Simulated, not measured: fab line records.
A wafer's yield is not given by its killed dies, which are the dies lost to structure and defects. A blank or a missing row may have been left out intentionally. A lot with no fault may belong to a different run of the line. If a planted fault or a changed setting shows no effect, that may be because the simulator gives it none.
Comparing a struck lot with a sound one / flow gf180mcu / 32 steps out of a route of 602
Sound: wafers L359.2, L359.4, L359.5. Wafers L364.1, L364.2, L364.3 were the ones struck. At the end, the cause is stated.
Each step with rows lists, per side, the tool, then ch with its chambers, then its first start. Under that, the readings that differ: sound wafers / struck wafers / difference of the means / sigmas: that difference in standard deviations of wafers without a fault.
alike: readings whose means differ by less than 2 such deviations, and words and numbers that are the same on both sides. not compared: withheld readings, readings that some wafer has no value for, bounds like >300 that may hide the same value, and numbers for which the record gives no deviation and whose values overlap.
Wherever a step has rows on one side only, a row that says differs or no value, or a row with sigmas, the two part there. Non-overlapping numbers with no deviation appear without sigmas and do not part them. Lack of a reading on every wafer of one side parts them only where that side has two or more wafers.

GF_HV_LDD_THK_MEAS_57:
  struck on film-metro-01, day 14 23:26; sound on film-metro-03, day 13 04:17
  alike: HV_LDD_CVD_56_THK
GF_HV_LDD_ETCHBACK_58: etches Si3N4 in CH3F/O2, stops on SiO2, time 100 s, target depth 90 nm.
  sound on rie-diel-03 ch 0,2,3, day 13 04:20; struck on rie-diel-03 ch 0,1,3, day 14 23:30
  alike: drypump-motor-current-A, oes-product-au, throttle-valve-pct
  not compared: rf-hours-counter-h
then, 7 steps without rows for these wafers: GF_NSD_DEHYDRATE_00 (time 60 s); GF_NSD_HMDS_01 (prime time 60 s); GF_NSD_COAT_02 (resist thk 984.2 nm); GF_NSD_SOFTBAKE_03 (time 60 s); GF_NSD_EXPOSE_04 (exposes mask Nplus, target cd 400 nm); GF_NSD_PEB_05; GF_NSD_DEVELOP_06 (develop time 60 s).
GF_NSD_CD_MEAS_07 targets a cd of 400 nm.
  struck on cd-sem-01, day 15 20:59; sound on cd-sem-02, day 14 00:41
  alike: cd-nm
GF_NSD_OVL_MEAS_08:
  struck on overlay-01, day 15 21:06; sound on overlay-02, day 14 00:47
reading=NSD_OVL (nm); sound=2.0 2.0 0.3; struck=-3.0 -3.6 -0.8; difference=-3.9; sigmas=-3
next, for these wafers, 1 step has no rows: GF_NSD_IMPLANT_09.
GF_NSD_IMPLANT_10:
  sound on implanter-02 ch 0, day 14 00:59; struck on implanter-02 ch 0, day 15 21:17
reading=dose-ions-cm2; sound=4.991e+14 4.999e+14 5.003e+14; struck=4.798e+14 4.797e+14 4.801e+14; difference=-1.990e+13; sigmas=-33
reading=faraday-current-uA; sound=2847 2872 2797; struck=2624 2585 2693; difference=-205; sigmas=-4
GF_NSD_STRIP_11: strips in O2/N2.
  sound on plasma-asher-02 ch 0,1, day 14 01:07; struck on plasma-asher-02 ch 0,1, day 15 21:26
reading=strip-time-to-endpoint-s (s); sound=22.82 22.82 22.81; struck=22.72 22.72 22.69; difference=-0.11; sigmas=-3
  alike: drypump-motor-current-A, heater-power-w, oes-product-au
  not compared: rf-hours-counter-h
GF_NSD_TW_MEAS_12:
  struck on film-metro-01, day 15 21:32; sound on film-metro-04, day 14 01:14
reading=NSD_TW; sound=4315 4295 4312; struck=4262 4251 4252; difference=-52; sigmas=-2
then, 7 steps without rows for these wafers: GF_PSD_DEHYDRATE_00 (time 60 s); GF_PSD_HMDS_01 (prime time 60 s); GF_PSD_COAT_02 (resist thk 1000 nm); GF_PSD_SOFTBAKE_03 (time 60 s); GF_PSD_EXPOSE_04 (exposes mask Pplus, target cd 400 nm); GF_PSD_PEB_05; GF_PSD_DEVELOP_06 (develop time 60 s).
GF_PSD_CD_MEAS_07 targets a cd of 400 nm.
  struck on cd-sem-02, day 16 19:27; sound on cd-sem-02, day 14 22:36
  alike: cd-nm
GF_PSD_OVL_MEAS_08:
  struck on overlay-02, day 16 19:34; sound on overlay-01, day 14 22:42
  alike: PSD_OVL
next, for these wafers, 1 step has no rows: GF_PSD_IMPLANT_09.
GF_PSD_STRIP_10: strips in O2/N2.
  sound on plasma-asher-03 ch 1, day 14 22:53; struck on plasma-asher-02 ch 0,1, day 16 19:46
reading=strip-time-to-endpoint-s (s); sound=16.47 16.48 16.53; struck=16.56 16.61 16.60; difference=+0.10; sigmas=+2
  alike: drypump-motor-current-A, heater-power-w, oes-product-au
  not compared: rf-hours-counter-h
GF_PSD_TW_MEAS_11:
  struck on film-metro-01, day 16 19:52; sound on film-metro-02, day 14 22:59
  alike: PSD_TW
then, 1 step without rows for these wafers: GF_PSD_CLEAN_12 (cleans in SC1/SC2, time 150 s).
GF_PSD_RTA_13: time 20 s.
  sound on rtp-anneal-01 ch 0, day 14 23:07; struck on rtp-anneal-02 ch 0, day 16 19:58
reading=lamp-power-pct (%); sound=33.0 33.0 33.0; struck=35.0 35.0 34.9; difference=+2.0; sigmas=+2
  alike: chamber-o2-ppm, wafer_temp_C_max
GF_PSD_RS_MEAS_14: uses a four-point probe to measure.
  struck on film-metro-01, day 16 20:04; sound on film-metro-02, day 14 23:12
reading=NSD_RS (ohm/sq); sound=46.14 46.21 46.17; struck=46.34 46.33 46.57; difference=+0.24; sigmas=+3
GF_PSD_RS_MEAS_15: uses a four-point probe to measure.
  struck on film-metro-01, day 16 20:11; sound on film-metro-02, day 14 23:19
  alike: PSD_RS
GF_PASSIVATION_PROBE_99:
  the record has rows for the sound wafers here (prober-01, day 29 17:16) and none for the struck ones

== WHERE THEY PART ==
At GF_NSD_OVL_MEAS_08 first; at GF_PASSIVATION_PROBE_99 last (within this record only).

WHY: what had been put in by the simulator
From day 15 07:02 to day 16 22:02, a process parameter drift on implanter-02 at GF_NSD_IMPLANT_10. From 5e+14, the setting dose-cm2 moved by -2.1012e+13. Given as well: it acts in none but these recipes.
